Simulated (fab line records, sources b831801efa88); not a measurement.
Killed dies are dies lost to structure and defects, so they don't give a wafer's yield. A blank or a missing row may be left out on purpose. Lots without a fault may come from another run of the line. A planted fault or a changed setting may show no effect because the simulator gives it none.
A struck lot beside a sound one | flow gf180mcu | 37 steps out of a route of 602
Sound: wafers L582.1, L582.3, L582.4. Struck: wafer L595.1. (L595.2, L595.4 of the same lot were not struck and are left out.) The cause comes at the end.
At each step with rows: each side's tool, then ch and its chambers, then its first start. Under that, the readings that differ: sound wafers | struck wafers | difference of the means | sigmas: that difference in standard deviations of wafers without a fault.
alike: readings whose means differ by less than 2 such deviations, and words and numbers that are the same on both sides. not compared: withheld readings, readings that some wafer has no value for, bounds like >300 that may hide the same value, and numbers for which the record gives no deviation and whose values overlap.
The two part at a step that has a row with sigmas, a row that says differs or no value, or rows on one side only. Numbers that don't overlap but have no deviation are shown without sigmas and don't part them. A reading that every wafer of one side lacks parts them only if that side has two wafers or more.

first, 2 steps without rows for these wafers: GF_M1_PEB_12 (peb time 90 s); GF_M1_DEVELOP_13 (develop time 60 s).
GF_M1_CD_MEAS_14: target cd 230 nm.
  sound on cd_sem-01, day 18 23:22; struck on cd_sem-01, day 23 12:29
  alike: cd_nm
GF_M1_OVL_MEAS_15:
  sound on overlay-01, day 18 23:29; struck on overlay-01, day 23 12:36
  alike: M1_OVL
GF_M1_METAL_ETCH_16: etches the open film in Cl2/BCl3, stops on SiO2, target depth 627.5 nm, time 104.6 s.
  sound on rie_metal-02 ch 0,1, day 18 23:31; struck on rie_metal-03 ch 1, day 23 12:38
  alike: drypump_motor_current_A, he_backside_leak_sccm, oes_product_au, throttle_valve_pct
  not compared: rf_hours_counter_h
GF_M1_STRIP_17: strips in O2/N2.
  sound on plasma_asher-03 ch 0,1, day 18 23:38; struck on plasma_asher-03 ch 1, day 23 12:45
  alike: drypump_motor_current_A, heater_power_w, oes_product_au, platen_temp_c, strip_time_to_endpoint_s
  not compared: rf_hours_counter_h
then, 3 steps without rows for these wafers: GF_M1_STRIP_18 (strips in post etch residue remover, time 1200 s); GF_M1_CLEAN_19 (cleans in DIW); GF_V1_CVD_00 (deposits SiO2, target thk 600 nm, time 100 s).
GF_V1_THK_MEAS_01:
  sound on film_metro-02, day 19 00:19; struck on film_metro-03, day 23 13:22
  alike: V1_CVD_00_THK
GF_V1_CVD_02: deposits SiO2 from TEOS, target thk 850 nm, time 94.851 s.
  sound on pecvd-03 ch 0,1, day 19 00:22; struck on pecvd-02 ch 0, day 23 13:25
  alike: heater_power_outer_w, heater_power_w
GF_V1_THK_MEAS_03:
  sound on film_metro-04, day 19 00:26; struck on film_metro-04, day 23 13:29
  alike: V1_CVD_02_THK
GF_V1_CMP_04: polishes SiO2.
  sound on cmp-02 ch 0,1,3, day 19 00:30; struck on cmp-02 ch 0, day 23 13:44
  reading                             | sound             | struck | difference | sigmas
  time_to_endpoint_s (s)              | 78 76 74          | 23     | -53        | -10
  model.SiO2_of_V1_CVD_02.thk_nm (nm) | 631.8 631.9 632.3 | 789.7  | +157.7     |
  alike: edge_zone_pressure_frac, motor_current_A
GF_V1_BOW_MEAS_05:
  sound on film_metro-04, day 19 00:48; struck on film_metro-04, day 23 13:59
  alike: V1_BOW
then, 8 steps without rows for these wafers: GF_V1_DEHYDRATE_06 (time 60 s); GF_V1_HMDS_07 (prime time 60 s); GF_V1_COAT_08; GF_V1_COAT_09 (resist thk 1000 nm); GF_V1_SOFTBAKE_10 (time 60 s); GF_V1_EXPOSE_11 (exposes mask Via1, target cd 260 nm); GF_V1_PEB_12 (peb time 90 s); GF_V1_DEVELOP_13 (develop time 60 s).
GF_V1_CD_MEAS_14: target cd 260 nm.
  sound on cd_sem-01, day 20 00:58; struck on cd_sem-01, day 24 12:49
  alike: cd_nm
GF_V1_OVL_MEAS_15:
  sound on overlay-02, day 20 01:05; struck on overlay-01, day 24 12:56
  alike: V1_OVL
GF_V1_ETCH_16: etches BARC in N2/H2.
  sound on rie_diel-04 ch 1,2,3, day 20 01:07; struck on rie_diel-02 ch 0, day 24 12:58
  reading                | sound                | struck | difference | sigmas
  throttle_valve_pct (%) | 13.242 13.240 13.218 | 13.203 | -0.030     | -3
  alike: drypump_motor_current_A, oes_product_au
GF_V1_ETCH_17: etches SiO2 in C4F8/O2/Ar, stops on TiN, target depth 630 nm.
  sound on rie_diel-04 ch 1,2,3; struck on rie_diel-02 ch 0
  reading                        | sound             | struck | difference | sigmas
  oes_product_au (a.u.)          | 0.858 0.855 0.855 | 0.974  | +0.118     | +25
  model.etch.depth_nm (nm)       | 631.8 631.9 632.3 | 789.7  | +157.7     |
  model.V1.feature_depth_nm (nm) | 631.8 631.9 632.3 | 789.7  | +157.7     |
GF_V1_STRIP_18: strips in O2/N2.
  sound on plasma_asher-04 ch 0,1, day 20 01:14; struck on plasma_asher-04 ch 1, day 24 13:05
  alike: drypump_motor_current_A, heater_power_w, oes_product_au, platen_temp_c
  not compared: rf_hours_counter_h
then, 5 steps without rows for these wafers: GF_V1_STRIP_19 (strips in post etch residue remover, time 1200 s); GF_V1_CLEAN_20 (cleans in DIW); GF_V1_SPUTTER_21 (material Ti, target thk 15 nm, time 81.63 s); GF_V1_SPUTTER_22 (material TiN, target thk 10 nm, time 40 s); GF_V1_CVD_23 (deposits W, target thk 350 nm, time 105.05 s).
GF_V1_RS_MEAS_24: measures by four-point-probe.
  sound on film_metro-03, day 20 01:59; struck on film_metro-03, day 24 13:52
  alike: V1_W_RS
GF_V1_THK_MEAS_25: measures by xrf.
  sound on film_metro-03, day 20 02:07; struck on film_metro-03, day 24 13:59
  alike: V1_W_THK
GF_V1_CMP_26: polishes, stops on SiO2, t overpolish 15 s, target thk 0 nm.
  sound on cmp-02 ch 0,1,3, day 20 02:20; struck on cmp-01 ch 0, day 24 14:06
  reading                             | sound           | struck | difference | sigmas
  model.SiO2_of_V1_CVD_02.thk_nm (nm) | 628 628.1 628.5 | 785.9  | +157.7     |
  alike: edge_zone_pressure_frac, motor_current_A
then, 1 step without rows for these wafers: GF_M2_SPUTTER_00 (material Ti, target thk 37.5 nm, time 150 s).
-- the record jumps here: 9 days lie between the struck wafers' starts before and after (it left off in module M2 and takes up again in module PASSIVATION, whose first step shown is number 602 of the route) --
GF_PASSIVATION_PROBE_99:
  sound on prober-02, day 30 14:03; struck on prober-01, day 33 19:18
  reading                               | sound                | struck | difference | sigmas
  model.etest.via1_chain.rc_ohm         | 6.651 6.546 6.488    | 9.351  | +2.789     |
  model.etest.met2_comb.leak_log10_a_um | -11.88 -12.17 -11.87 | -10.98 | +0.99      |

WHERE THEY PART
First at GF_V1_CMP_04; last, within this record, at GF_V1_ETCH_17. Later steps at which nothing parts them and some readings are alike: GF_V1_STRIP_18, GF_V1_RS_MEAS_24, GF_V1_THK_MEAS_25, GF_V1_CMP_26.

WHY: what the simulator had put in
Process parameter drift: cmp-02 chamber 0, from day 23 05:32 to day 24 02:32, at GF_V1_CMP_04. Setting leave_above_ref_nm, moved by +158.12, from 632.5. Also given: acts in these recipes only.
